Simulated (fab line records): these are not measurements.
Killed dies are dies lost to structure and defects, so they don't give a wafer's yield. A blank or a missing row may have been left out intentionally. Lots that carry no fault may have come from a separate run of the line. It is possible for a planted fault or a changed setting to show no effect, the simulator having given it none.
fab line records + flow sky130
record:
- lots: 5
- wafers: 15
- lastDay: 49
route steps=708 shown METAL3@556 PAD_OPEN@708
lots that met no fault: taken from a fault-free run of the same line
startH: hours from the record's opening day to when the first of the lot's shown wafers began + waitH: time in hours since the lot's previous step + " the same as in the row above + L1.1+2: a row that stands for several wafers + - value missing, or start not given + * or withheld: withheld + < > ~ a bound
route shown NAME@n: NAME is a module with steps in the file, n the number in the route of the first one + usual: mean/standard deviation of fault-free wafers + same: alike in all rows + chamber/n: place in a boat + sites: the reading at each site + _std_site: how widely they spread, as a standard deviation + _edge_site: the outer-site mean with the inner-site mean subtracted + radiusMm: for every site, how far away it sits from the centre of the wafer + mask NAME#n: copy n + behind: the tool/chamber that last shaped the wafer + hold: what put the lot on hold/how long, in hours/how the hold closed + device: names the non-switching transistor (n, p or np) + end of line: the same wafers' tests at the end of the route + a step without rows: its recipe alone + killed: dies lost to structure and defects at the first sort, not the wafer's yield + map: a wafer's dies, x killed, . not, _ none there
set.NAME: the setting that was run; set.NAME@STEP: the one run at that earlier step + model.NAME: the simulator's own value behind a step, which no gauge read
lots seen at some steps along the route; tables by step, rows by wafer
services: when a tool's chamber went out of use (startH, in hours from the record's first day, below 0 if earlier), for how many hours, and the reason
== steps ==
step: SKY_METAL3_HMDS_06
recipe:
- primeTimeS: 60
- primeTempC: 120
step: SKY_METAL3_COAT_07
recipe:
- resist: BARC
- tempC: withheld
- timeS: withheld
- spinRpm: 3000
- resistThkNm: 60
step: SKY_METAL3_COAT_08
recipe:
- resist: KrF-thick
- spinRpm: 3000
- resistThkNm: 1140
step: SKY_METAL3_SOFTBAKE_09
recipe:
- tempC: 100
- timeS: 90
- resist: KrF-thick
step: SKY_METAL3_EXPOSE_10
recipe:
- maskId: MM3
- na: 0.68
- sourceShape: annular
- sigmaInner: 0.4
- sigmaOuter: 0.8
- targetCdNm: 300
- doseMj: 28
step: SKY_METAL3_PEB_11
recipe:
- pebTempC: withheld
- pebTimeS: withheld
- resist: KrF-thick
step: SKY_METAL3_DEVELOP_12
recipe:
- developTimeS: 60
- resist: KrF-thick
- devTempC: 21
step: SKY_METAL3_CD_MEAS_13
recipe:
- targetCdNm: 300
usual:
- cdNm: 299.7/1.5
| lot.wafer | tool     | chamber | startH  | waitH | cdNm  |
|-----------|----------|---------|---------|-------|-------|
| L314.4    | cdSem-02 | -       | 940.33  | -     | 299.2 |
| L314.5    | "        | -       | "       | "     | 299.2 |
| L314.6    | "        | -       | "       | "     | 299.7 |
| L315.1    | cdSem-01 | -       | 954.37  | -     | 298.0 |
| L315.2    | "        | -       | "       | "     | 297.4 |
| L315.6    | "        | -       | "       | "     | 298.0 |
| L324.1    | cdSem-01 | -       | 1012.16 | -     | 300.4 |
| L324.2    | "        | -       | "       | "     | 299.7 |
| L324.3    | "        | -       | "       | "     | 299.2 |
| L325.2    | cdSem-01 | -       | 1018.16 | -     | 300.5 |
| L325.5    | "        | -       | "       | "     | 299.5 |
| L325.6    | "        | -       | "       | "     | 299.9 |
| L328.3    | cdSem-02 | -       | 1035.11 | -     | 302.3 |
| L328.5    | "        | -       | "       | "     | 301.1 |
| L328.6    | "        | -       | "       | "     | 301.4 |
step: SKY_METAL3_OVL_MEAS_14
usual:
- METAL3_OVL: -2/5
| lot.wafer | tool       | chamber | startH  | waitH | METAL3_OVL[nm] |
|-----------|------------|---------|---------|-------|----------------|
| L314.4    | overlay-02 | -       | 940.41  | 0.1   | 4              |
| L314.5    | "          | -       | "       | "     | 7              |
| L314.6    | "          | -       | "       | "     | 4              |
| L315.1    | overlay-01 | -       | 954.49  | 0.1   | 1              |
| L315.2    | "          | -       | "       | "     | -2             |
| L315.6    | "          | -       | "       | "     | 6              |
| L324.1    | overlay-02 | -       | 1012.28 | 0.1   | -4             |
| L324.2    | "          | -       | "       | "     | -7             |
| L324.3    | "          | -       | "       | "     | 3              |
| L325.2    | overlay-01 | -       | 1018.26 | 0.1   | 4              |
| L325.5    | "          | -       | "       | "     | -2             |
| L325.6    | "          | -       | "       | "     | -1             |
| L328.3    | overlay-01 | -       | 1035.20 | 0.1   | -2             |
| L328.5    | "          | -       | "       | "     | 0              |
| L328.6    | "          | -       | "       | "     | -3             |
step: SKY_METAL3_DESCUM_15
recipe:
- chemistry: O2
- sourcePowerW: 150
- biasPowerW: 0
- pressureMtorr: 10
- tempC: 40
- timeS: 8
usual:
- drypumpMotorCurrentA: 6.1/0.48
- oesProductAu: 0.999/0.012
| lot.wafer | tool        | chamber | startH  | waitH | drypumpMotorCurrentA | oesProductAu | rfHoursCounterH |
|-----------|-------------|---------|---------|-------|----------------------|--------------|-----------------|
| L314.4    | rieMetal-01 | 0       | 940.44  | 0.0   | 6.3                  | 0.992        | -               |
| L314.5    | "           | 0       | "       | "     | 6.3                  | 0.988        | -               |
| L314.6    | "           | 1       | "       | "     | 6.4                  | 0.988        | -               |
| L315.1    | rieMetal-01 | 0       | 954.53  | 0.0   | 6.2                  | 0.990        | 17              |
| L315.2    | "           | 1       | "       | "     | 6.4                  | 0.990        | 14              |
| L315.6    | "           | 1       | "       | "     | 6.4                  | 0.992        | -               |
| L324.1    | rieMetal-03 | 0       | 1012.32 | 0.0   | 6.5                  | 1.016        | 16              |
| L324.2    | "           | 1       | "       | "     | 5.3                  | 1.004        | 21              |
| L324.3    | "           | 0       | "       | "     | 6.5                  | 1.023        | -               |
| L325.2    | rieMetal-03 | 0       | 1018.29 | 0.0   | 6.5                  | 1.012        | 16              |
| L325.5    | "           | 1       | "       | "     | 5.3                  | 1.003        | -               |
| L325.6    | "           | 0       | "       | "     | 6.5                  | 1.007        | -               |
| L328.3    | rieMetal-04 | 1       | 1035.24 | 0.0   | 5.1                  | 1.012        | -               |
| L328.5    | "           | 0       | "       | "     | 5.7                  | 0.997        | -               |
| L328.6    | "           | 1       | "       | "     | 5.1                  | 1.026        | -               |
step: SKY_METAL3_ETCH_16
recipe:
- chemistry: N2/H2
- target: BARC
- ionEnergyEv: 200
- biasW: 100
- pressureMtorr: 30
- n2FlowSccm: 100
- h2FlowSccm: 200
- icpW: 500
- stopOn: SiO2
- timeS: 88.2
- targetDepthA: 600
usual:
- chamberPressureMTorr: 30.00/0.037
- drypumpMotorCurrentA: 6.1/0.48
- oesProductAu: 0.625/0.0043
- throttleValvePct: 13.204/0.0088
| lot.wafer | tool        | chamber | startH  | waitH | chamberPressureMTorr | drypumpMotorCurrentA | oesProductAu | rfHoursCounterH | throttleValvePct |
|-----------|-------------|---------|---------|-------|----------------------|----------------------|--------------|-----------------|------------------|
| L314.4    | rieMetal-01 | 0       | 940.49  | 0.0   | 30.02                | 6.2                  | 0.630        | -               | 13.206           |
| L314.5    | "           | 0       | "       | "     | 30.02                | 6.2                  | 0.630        | -               | 13.214           |
| L314.6    | "           | 1       | "       | "     | 30.00                | 6.4                  | 0.618        | -               | 13.197           |
| L315.1    | rieMetal-01 | 0       | 954.56  | 0.0   | 30.01                | 6.2                  | 0.630        | 17              | 13.220           |
| L315.2    | "           | 1       | "       | "     | 30.00                | 6.4                  | 0.634        | 14              | 13.209           |
| L315.6    | "           | 1       | "       | "     | 30.07                | 6.4                  | 0.624        | -               | 13.198           |
| L324.1    | rieMetal-03 | 0       | 1012.35 | 0.0   | 30.00                | 6.5                  | 0.621        | 16              | 13.204           |
| L324.2    | "           | 1       | "       | "     | 30.04                | 5.3                  | 0.624        | 21              | 13.199           |
| L324.3    | "           | 0       | "       | "     | 29.99                | 6.6                  | 0.629        | -               | 13.199           |
| L325.2    | rieMetal-03 | 0       | 1018.33 | 0.0   | 30.03                | 6.5                  | 0.633        | 16              | 13.187           |
| L325.5    | "           | 1       | "       | "     | 29.97                | 5.3                  | 0.623        | -               | 13.209           |
| L325.6    | "           | 0       | "       | "     | 29.98                | 6.5                  | 0.632        | -               | 13.206           |
| L328.3    | rieMetal-04 | 1       | 1035.29 | 0.0   | 30.01                | 5.1                  | 0.626        | -               | 13.199           |
| L328.5    | "           | 0       | "       | "     | 30.01                | 5.7                  | 0.621        | -               | 13.219           |
| L328.6    | "           | 1       | "       | "     | 30.01                | 5.1                  | 0.625        | -               | 13.182           |
step: SKY_METAL3_ETCH_17
recipe:
- target: SiO2
- stopOn: TiN
- chemistry: C4F8/O2/Ar
- sourceW: 1500
- biasW: 1200
- pressureMtorr: 40
- c4f8FlowSccm: withheld
- O2_flow_sccm: 6
- Ar_flow_sccm: 300
- timeS: 3.9
- targetDepthA: 150
usual:
- chamberPressureMTorr: 39.99/0.035
- oesProductAu: 0.754/0.0069
| lot.wafer | tool       | chamber | startH  | waitH | chamberPressureMTorr | oesProductAu |
|-----------|------------|---------|---------|-------|----------------------|--------------|
| L314.4    | rieDiel-02 | 1       | 940.56  | 0.0   | 40.00                | 0.755        |
| L314.5    | "          | 0       | "       | "     | 39.95                | 0.762        |
| L314.6    | "          | 3       | "       | "     | 39.99                | 0.757        |
| L315.1    | rieDiel-02 | 0       | 954.66  | 0.1   | 39.98                | 0.750        |
| L315.2    | "          | 1       | "       | "     | 39.98                | 0.747        |
| L315.6    | "          | 0       | "       | "     | 39.97                | 0.753        |
| L324.1    | rieDiel-02 | 2       | 1012.45 | 0.1   | 40.00                | 0.751        |
| L324.2    | "          | 1       | "       | "     | 40.07                | 0.764        |
| L324.3    | "          | 0       | "       | "     | 39.97                | 0.757        |
| L325.2    | rieDiel-02 | 0       | 1018.47 | 0.1   | 39.94                | 0.751        |
| L325.5    | "          | 1       | "       | "     | 40.03                | 0.759        |
| L325.6    | "          | 0       | "       | "     | 39.96                | 0.762        |
| L328.3    | rieDiel-04 | 2       | 1035.36 | 0.0   | 40.05                | 0.759        |
| L328.5    | "          | 0       | "       | "     | 40.01                | 0.766        |
| L328.6    | "          | 1       | "       | "     | 40.01                | 0.760        |
step: SKY_METAL3_METAL_ETCH_18
recipe:
- targetDepthA: 8450
- stopOn: SiO2
- overEtchFrac: 0.3
- timeS: 183.1
- chemistry: Cl2/BCl3
- resistSidewallDeg: 88
- pressureMtorr: 10
- icpW: 900
- biasW: 48.5
- Cl2_flow_sccm: 60
- bcl3FlowSccm: 30
usual:
- chamberPressureMTorr: 10.000/0.0081
- drypumpMotorCurrentA: 5.8/0.52
- oesProductAu: 0.866/0.007
- throttleValvePct: 22.263/0.0093
| lot.wafer | tool        | chamber | startH  | waitH | chamberPressureMTorr | drypumpMotorCurrentA | oesProductAu | rfHoursCounterH | throttleValvePct | model.KrF-thick_of_METAL3_COAT_08.thkNm |
|-----------|-------------|---------|---------|-------|----------------------|----------------------|--------------|-----------------|------------------|-----------------------------------------|
| L314.4    | rieMetal-03 | 1       | 940.63  | 0.1   | 10.003               | 5.3                  | 0.861        | -               | 22.259           | 528.5                                   |
| L314.5    | "           | 0       | "       | "     | 10.004               | 6.5                  | 0.862        | -               | 22.264           | 505.5                                   |
| L314.6    | "           | 1       | "       | "     | 10.000               | 5.3                  | 0.856        | -               | 22.265           | 523.3                                   |
| L315.1    | rieMetal-03 | 0       | 954.67  | 0.0   | 7.996                | 6.5                  | 0.871        | 13              | 22.249           | 531.4                                   |
| L315.2    | "           | 1       | "       | "     | 9.987                | 5.3                  | 0.871        | 18              | 22.271           | 529.2                                   |
| L315.6    | "           | 0       | "       | "     | 8.004                | 6.5                  | 0.867        | -               | 22.256           | 538.4                                   |
| L324.1    | rieMetal-04 | 0       | 1012.47 | 0.0   | 9.997                | 5.7                  | 0.860        | 20              | 22.264           | 534.1                                   |
| L324.2    | "           | 1       | "       | "     | 9.996                | 5.1                  | 0.859        | 10              | 22.279           | 521.3                                   |
| L324.3    | "           | 1       | "       | "     | 10.007               | 5.1                  | 0.861        | -               | 22.276           | 518                                     |
| L325.2    | rieMetal-04 | 1       | 1018.49 | 0.0   | 10.024               | 5.1                  | 0.868        | 11              | 22.270           | 512.3                                   |
| L325.5    | "           | 0       | "       | "     | 9.991                | 5.7                  | 0.863        | -               | 22.266           | 523.8                                   |
| L325.6    | "           | 1       | "       | "     | 9.989                | 5.1                  | 0.862        | -               | 22.270           | 515.3                                   |
| L328.3    | rieMetal-01 | 1       | 1035.43 | 0.1   | 10.008               | 6.4                  | 0.863        | -               | 22.267           | 528                                     |
| L328.5    | "           | 1       | "       | "     | 9.986                | 6.4                  | 0.854        | -               | 22.257           | 534.2                                   |
| L328.6    | "           | 0       | "       | "     | 10.001               | 6.2                  | 0.854        | -               | 22.260           | 532.1                                   |
step: SKY_METAL3_STRIP_19
recipe:
- chemistry: O2/N2
- powerW: 1400
- pressureMtorr: 1500
- platenTempC: withheld
- o2FlowSccm: 3000
- n2FlowSccm: 300
- overashFraction: 0.5
usual:
- drypumpMotorCurrentA: 5.8/0.45
- oesProductAu: 0.501/0.0061
- stripTimeToEndpointS: 6.51/0.088
same:
- overashFraction: 0.5
| lot.wafer | tool           | chamber | startH  | waitH | drypumpMotorCurrentA | oesProductAu | rfHoursCounterH | stripTimeToEndpointS |
|-----------|----------------|---------|---------|-------|----------------------|--------------|-----------------|----------------------|
| L314.4    | plasmaAsher-01 | 0       | 940.79  | 0.1   | 6.1                  | 0.508        | -               | 6.56                 |
| L314.5    | "              | 0       | "       | "     | 6.2                  | 0.504        | -               | 6.33                 |
| L314.6    | "              | 1       | "       | "     | 5.1                  | 0.512        | -               | 6.50                 |
| L315.1    | plasmaAsher-04 | 1       | 954.85  | 0.1   | 6.1                  | 0.501        | 44              | 6.57                 |
| L315.2    | "              | 0       | "       | "     | 6.0                  | 0.507        | 44              | 6.57                 |
| L315.6    | "              | 0       | "       | "     | 6.0                  | 0.508        | -               | 6.64                 |
| L324.1    | plasmaAsher-04 | 1       | 1012.64 | 0.1   | 6.1                  | 0.511        | 50              | 6.61                 |
| L324.2    | "              | 0       | "       | "     | 6.0                  | 0.508        | 50              | 6.50                 |
| L324.3    | "              | 0       | "       | "     | 6.0                  | 0.497        | -               | 6.42                 |
| L325.2    | plasmaAsher-01 | 0       | 1018.66 | 0.1   | 6.2                  | 0.499        | 94              | 6.38                 |
| L325.5    | "              | 1       | "       | "     | 5.1                  | 0.497        | -               | 6.50                 |
| L325.6    | "              | 0       | "       | "     | 6.1                  | 0.505        | -               | 6.42                 |
| L328.3    | plasmaAsher-04 | 1       | 1035.59 | 0.1   | 6.2                  | 0.494        | -               | 6.55                 |
| L328.5    | "              | 0       | "       | "     | 6.1                  | 0.499        | -               | 6.61                 |
| L328.6    | "              | 1       | "       | "     | 6.2                  | 0.503        | -               | 6.60                 |
step: SKY_PAD_OPEN_PROBE_99
usual:
- defectLimitedYield: 82.5/1.8
- killed_at_M0_to_M3: 43/6.5
- killed_at_M4_up: 3/1.7
- killedAtContacts: 25/5.1
- killedAtFrontEnd: 15/3.8
- killedAtOther: 0.2/0.45
- killedDies: 86/8.8
- killedOnRim: 17/4
- killedOpen: 47/6.7
- killedShort: 39/6
- sort_bin_3_pad_short: 0.9/0.46
- sort_bin_5_function: 10.2/1.4
- sort_bin_6_memory: 6.4/1
- sortNPass: 406/8.8
- sortYieldPct: 82.5/1.8
same:
- grossDies: 492
- killedAtBackSide: 0
- sort_bin_4_leakage[%]: 0
- sort_bin_8_speed[%]: 0
| lot.wafer | tool      | chamber | startH  | waitH | defectLimitedYield[%] | killed_at_M0_to_M3 | killed_at_M4_up | killedAtContacts | killedAtFrontEnd | killedAtOther | killedDies | killedOnRim | killedOpen | killedShort | sort_bin_3_pad_short[%] | sort_bin_5_function[%] | sort_bin_6_memory[%] | sortNPass | sortYieldPct[%] |
|-----------|-----------|---------|---------|-------|-----------------------|--------------------|-----------------|------------------|------------------|---------------|------------|-------------|------------|-------------|-------------------------|------------------------|----------------------|-----------|-----------------|
| L324.1    | prober-01 | -       | 1166.86 | 0.1   | 84.1                  | 49                 | 2               | 14               | 13               | 0             | 78         | 14          | 44         | 34          | 0.4                     | 8.7                    | 6.7                  | 414       | 84.1            |
| L324.2    | prober-01 | -       | 1166.91 | 0.1   | 82.5                  | 46                 | 2               | 25               | 13               | 0             | 86         | 19          | 55         | 31          | 0.2                     | 11.0                   | 6.3                  | 406       | 82.5            |
| L324.3    | prober-01 | -       | 1166.96 | 0.2   | 82.5                  | 44                 | 4               | 22               | 16               | 0             | 86         | 14          | 41         | 45          | 0.8                     | 10.2                   | 6.5                  | 406       | 82.5            |
| L325.2    | prober-02 | -       | 1169.74 | 0.1   | 79.7                  | 49                 | 4               | 31               | 16               | 0             | 100        | 22          | 45         | 55          | 1.8                     | 11.0                   | 7.5                  | 392       | 79.7            |
| L325.5    | prober-02 | -       | 1169.89 | 0.2   | 81.3                  | 42                 | 3               | 30               | 17               | 0             | 92         | 15          | 49         | 43          | 1.6                     | 10.2                   | 6.9                  | 400       | 81.3            |
| L325.6    | prober-02 | -       | 1169.94 | 0.2   | 82.3                  | 42                 | 7               | 23               | 15               | 0             | 87         | 15          | 44         | 43          | 1.4                     | 11.4                   | 4.9                  | 405       | 82.3            |
| L328.3    | prober-01 | -       | 1184.58 | 0.2   | 79.3                  | 49                 | 0               | 36               | 17               | 0             | 102        | 20          | 56         | 46          | 2.6                     | 11.8                   | 6.3                  | 390       | 79.3            |
| L328.5    | prober-01 | -       | 1184.68 | 0.2   | 82.5                  | 40                 | 2               | 31               | 13               | 0             | 86         | 15          | 48         | 38          | 0.6                     | 11.0                   | 5.9                  | 406       | 82.5            |
| L328.6    | prober-01 | -       | 1184.73 | 0.2   | 84.1                  | 37                 | 4               | 22               | 15               | 0             | 78         | 15          | 38         | 40          | 1.0                     | 9.8                    | 5.1                  | 414       | 84.1            |
killed by level:class
L324.1 VIA3:geometricParticle:open=14 VIA1:geometricParticle:open=6 LI_CONTACT:geometricParticle:open=5 VIA2:geometricParticle:open=5 FIELD_ISO:geometricParticle:open=4 METAL1:geometricParticle:short=4 VIA1:geometricParticle:short=4 METAL3:geometricParticle:short=4
L324.2 VIA3:geometricParticle:open=8 LI_CONTACT:geometricParticle:open=8 CONTACT:geometricParticle:open=8 VIA1:geometricParticle:open=6 VIA2:geometricParticle:open=6 METAL1:geometricParticle:short=5 FIELD_ISO:geometricParticle:open=4 POLY_GATE:geometricParticle:open=4
L324.3 METAL1:geometricParticle:short=8 METAL2:geometricParticle:short=8 VIA2:geometricParticle:open=8 POLY_GATE:geometricParticle:open=7 CONTACT:geometricParticle:open=7 VIA3:geometricParticle:open=6 VIA1:geometricParticle:open=5 LI_CONTACT:geometricParticle:open=4
L325.2 CONTACT:geometricParticle:open=9 METAL2:geometricParticle:short=9 LOCAL_INTERCONNECT:geometricParticle:short=8 VIA1:geometricParticle:open=8 VIA2:geometricParticle:short=7 VIA2:geometricParticle:open=6 FIELD_ISO:geometricParticle:short=5 LI_CONTACT:geometricParticle:open=5
L325.5 VIA1:geometricParticle:open=9 CONTACT:geometricParticle:open=8 FIELD_ISO:geometricParticle:open=7 LI_CONTACT:geometricParticle:open=7 VIA3:geometricParticle:open=7 CONTACT:geometricParticle:short=6 METAL2:geometricParticle:short=6 LOCAL_INTERCONNECT:geometricParticle:short=5
L325.6 CONTACT:geometricParticle:open=9 VIA1:geometricParticle:open=9 VIA3:geometricParticle:open=7 LI_CONTACT:geometricParticle:short=5 METAL2:geometricParticle:short=5 METAL3:geometricParticle:short=5 METAL4:geometricParticle:short=5 POLY_GATE:geometricParticle:short=4
L328.3 LI_CONTACT:geometricParticle:open=12 VIA3:geometricParticle:open=12 VIA1:geometricParticle:open=11 METAL1:geometricParticle:short=7 CONTACT:geometricParticle:short=7 CONTACT:geometricParticle:open=7 LOCAL_INTERCONNECT:geometricParticle:short=6 FIELD_ISO:geometricParticle:open=5
L328.5 CONTACT:geometricParticle:open=13 LI_CONTACT:geometricParticle:open=10 METAL2:geometricParticle:short=8 VIA1:geometricParticle:open=6 VIA2:geometricParticle:open=5 VIA3:geometricParticle:short=5 VIA3:geometricParticle:open=5 POLY_GATE:geometricParticle:short=4
L328.6 VIA1:geometricParticle:open=12 CONTACT:geometricParticle:open=8 METAL1:geometricParticle:short=8 FIELD_ISO:geometricParticle:short=6 LI_CONTACT:geometricParticle:open=5 LOCAL_INTERCONNECT:geometricParticle:short=5 VIA1:geometricParticle:short=5 FIELD_ISO:geometricParticle:open=3
== services ==
| tool           | chamber | startH  | hours | kind   |
|----------------|---------|---------|-------|--------|
| rieDiel-04     | 3       | 941.83  | 12.8  | repair |
| plasmaAsher-01 | -       | 960.62  | 4.3   | pm     |
| rieDiel-04     | 1       | 968.16  | 2.2   | repair |
| rieMetal-03    | -       | 978.89  | 16.6  | repair |
| rieDiel-04     | 3       | 992.15  | 5.2   | repair |
| rieMetal-04    | 1       | 998.52  | 13.1  | repair |
| rieMetal-04    | -       | 1025.57 | 1.0   | repair |
| rieMetal-04    | -       | 1035.37 | 1.1   | repair |
== key ==
firstSign:
- step: SKY_METAL3_METAL_ETCH_18
- reading: chamberPressureMTorr
- direction: down
- sigmas: 99+
- usual: 10.000
- struck: 8.000
effect none on later readings
modelEffect:
- step: SKY_METAL3_METAL_ETCH_18
- value: KrF-thick_of_METAL3_COAT_08.thkNm
- without: 521.5
- struck: 534.9
metAt SKY_METAL3_METAL_ETCH_18
struckWafers L315.1,L315.6
onsetBetween 940.63 954.67
fault:
- kind: processParameterDrift
- tool: rieMetal-03
- chamber: 0
- onsetH: 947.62
- steps: SKY_METAL3_METAL_ETCH_18
- channel: pressureMtorr
- offset: -2
- shape: step
- endH: 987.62
- actsIn: theseRecipesOnly
- stated: 10
